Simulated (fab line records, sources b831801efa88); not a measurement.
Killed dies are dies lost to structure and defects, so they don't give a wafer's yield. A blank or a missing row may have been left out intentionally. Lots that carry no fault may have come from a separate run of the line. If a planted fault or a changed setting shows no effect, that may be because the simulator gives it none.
Split-lot trial    flow sky130    route with 708 steps; 5 lots, 23 wafers read

THE SPLIT ITSELF
At SKY_SONOS_ONO_ETCH_15 (etches the open film in CHF3/O2, target depth 19.52 nm, time 7.8 s), the setting timeS was moved away from the recipe's 7.8 s on 8 of the 23 wafers read, by -10.6% to +9.0%. All remaining wafers had this setting at the recipe value.

The split's own step is where the reading is taken.

THE READING
SONOS_ONO.featureDepthNm (the simulator's own value, which no gauge read), in nm, at SKY_SONOS_ONO_ETCH_15 (etches the open film in CHF3/O2, target depth 19.52 nm, time 7.8 s). The file does not state a usual value for it. Across the 15 wafers here that went through the recipe, the average is 19.86 nm and the standard deviation 0.18 nm.

wafer   tool, chamber at the split  timeS as run, s  against the recipe  SONOS_ONO.featureDepthNm, nm  against lot-mates on the recipe
L075.1  rieDiel-03, 0               7.132            -8.6%               17.75                         -2.24
L075.2  rieDiel-03, 2               7.8              recipe              19.89                         -
L075.4  rieDiel-03, 3               7.132            -8.6%               17.99                         -2.00
L075.5  rieDiel-03, 1               7.8              recipe              20.02                         -
L075.6  rieDiel-03, 2               7.8              recipe              20.07                         -
L076.2  rieDiel-03, 3               7.8              recipe              19.52                         -
L076.5  rieDiel-03, 3               7.8              recipe              19.87                         -
L076.6  rieDiel-03, 2               7.8              recipe              19.76                         -
L081.1  rieDiel-01, 0               7.8              recipe              19.71                         -
L081.2  rieDiel-01, 1               7.8              recipe              19.81                         -
L081.3  rieDiel-01, 2               7.8              recipe              19.99                         -
L081.4  rieDiel-01, 0               6.975            -10.6%              17.8                          -2.04
L081.5  rieDiel-01, 2               6.975            -10.6%              17.81                         -2.03
L083.1  rieDiel-02, 2               8.505            +9.0%               21.77                         +1.77
L083.2  rieDiel-02, 1               7.8              recipe              19.91                         -
L083.3  rieDiel-02, 3               8.505            +9.0%               21.87                         +1.87
L083.4  rieDiel-02, 2               7.8              recipe              20.16                         -
L083.6  rieDiel-02, 1               7.8              recipe              19.92                         -
L085.1  rieDiel-03, 1               7.8              recipe              20.08                         -
L085.3  rieDiel-03, 0               7.379            -5.4%               18.29                         -1.48
L085.4  rieDiel-03, 3               7.379            -5.4%               18.32                         -1.45
L085.5  rieDiel-03, 0               7.8              recipe              19.6                          -
L085.6  rieDiel-03, 3               7.8              recipe              19.62                         -

FIT RESULTS
A straight line over all 23 wafers: SONOS_ONO.featureDepthNm changes by +0.218 nm for each +1% of timeS; r = +0.98; the points scatter about the line by 0.22 nm.
The same after taking each lot's own level away (the mean of its wafers on the recipe; 23 wafers): +0.214 nm for each +1%; r = +0.98; scatter 0.19 nm.
On that fit, the largest move of timeS shifts the reading by 2.3 nm.
The lots' own levels span 19.717 to 19.997 nm, that is 1.5 times the standard deviation above.
Consequently the slope shifts little with the lot-to-lot level, the two slopes agreeing.
Check: -2.37 nm against its lot-mates is what the line predicts for one of the wafers moved furthest among these (-10.6%) when that wafer is left out of the fit. It came out at -2.04 nm against them.

OTHER SPLITS ON THESE WAFERS
Other splits were also applied to these wafers ahead of the reading. Each is held against what the fit with the lots' levels taken away leaves over:
other split on the same wafers     wafers away from the commonest value  r with SONOS_ONO.featureDepthNm (lot level and that fit taken away)
SKY_SONOS_ONO_CVD_04 timeS         18                                    -0.37
SKY_SONOS_ONO_COAT_08 resistThkNm  7                                     +0.10

THE FILE'S OWN FIT
SONOS_ONO.featureDepthNm changes by +0.216 nm for each +1% of timeS, r = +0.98.
